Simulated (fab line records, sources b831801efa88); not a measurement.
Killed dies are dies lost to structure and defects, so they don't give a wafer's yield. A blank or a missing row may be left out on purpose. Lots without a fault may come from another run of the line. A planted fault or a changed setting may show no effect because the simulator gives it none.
Chamber matching | flow gf180mcu | GF_V3_CVD_02 on pecvd-01: 3 sister chambers
The step deposits SiO2 from TEOS, target thk 850 nm, time 94.851 s. 3 wafers are shown with their chamber, then 7 later ones without.

WAFERS WITH THEIR CHAMBER
wafer  | chamber | heater_power_w (W)
L081.4 | 1       | 652
L081.5 | 0       | 570
L095.4 | 2       | 765

WAFERS WITHOUT THEIR CHAMBER
wafer  | heater_power_w (W)
L095.6 | 639
L096.3 | 710
L096.5 | 563
L096.6 | 622
L097.1 | 640
L097.2 | 953
L097.4 | 669

WHICH CHAMBER EACH WENT THROUGH
wafer  | from the rows above          | in truth
L095.6 | can't be placed: 1 or 0 or 2 | 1
L096.3 | can't be placed: 2 or 1 or 0 | 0
L096.5 | can't be placed: 0 or 1      | 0
L096.6 | can't be placed: 1 or 0 or 2 | 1
L097.1 | can't be placed: 1 or 0 or 2 | 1
L097.2 | can't be placed: 2 or 1      | 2
L097.4 | can't be placed: 1 or 2 or 0 | 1
Placed correctly: 0 of 7. Can't be placed from these rows: 7 (the true chamber is among the candidates in 7). Placed wrongly: 0.
How it was worked out, from the rows above alone: a wafer's distance from a chamber is the root of the sum, over the readings, of the square of ((its reading less the chamber's mean) divided by the reading's scatter). The wafer belongs to the nearest chamber; if the next one is less than 2 further off, it can't be placed. A chamber's mean is the mean of its shown wafers. The scatter: with one shown wafer a chamber, the root of the mean of the squares of how far each hidden wafer lies from its nearest shown one.
